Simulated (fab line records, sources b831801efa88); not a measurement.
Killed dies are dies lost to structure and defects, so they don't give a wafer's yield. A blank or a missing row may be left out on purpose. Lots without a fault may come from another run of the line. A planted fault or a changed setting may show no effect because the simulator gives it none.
Which tool did it? | flow gf180mcu | 6 lots, 18 wafers sampled, at 1 step of a route of 602

WHAT THE GAUGES READ, wafer by wafer
GF_M1_CD_MEAS_14: target cd 230 nm.
lot  | measured     | on        | cd_nm (nm)
L755 | day 17 23:56 | cd_sem-02 | 228.3 229.0 229.8
L758 | day 19 12:23 | cd_sem-01 | 228.7 230.5 230.3
L762 | day 21 06:20 | cd_sem-02 | 227.5 228.8 229.3
L765 | day 21 21:41 | cd_sem-02 | 231.4 228.6 229.3
L770 | day 23 14:02 | cd_sem-01 | 232.0 231.8 230.8
L774 | day 25 01:53 | cd_sem-01 | 229.6 229.8 229.8

WHICH TOOL RAN EACH LOT (tool, then ch and the chambers of the sampled wafers, then the start)
The record holds no process step before these readings.

THE ANSWER, worked out from the rows above alone
Rule: what is usual is taken from the lots themselves. Put in order of their means at a reading, lots are off if they are a third of the lots or fewer, leave a main group of 4 or more, and stand apart from it by a gap of 3 or more times the standard deviation of the main group's means; of several such gaps the widest counts. A main group whose means are all the same, to the digits that the tables above print for the reading, isn't used. A lot without any number at a reading at which 4 lots or more have one is off too. The other lots that the step has rows for count as sound.
Off: L770, at GF_M1_CD_MEAS_14 (cd_nm). The main group: mean 229.4 nm, standard deviation 0.51.
A tool fits if, at a process step before that reading, it ran every lot that is off, and no sound lot after the first of them. The gauges at GF_M1_CD_MEAS_14 are tried like those tools. None of those tried fits.

WHAT THE SIMULATOR HAD PUT IN
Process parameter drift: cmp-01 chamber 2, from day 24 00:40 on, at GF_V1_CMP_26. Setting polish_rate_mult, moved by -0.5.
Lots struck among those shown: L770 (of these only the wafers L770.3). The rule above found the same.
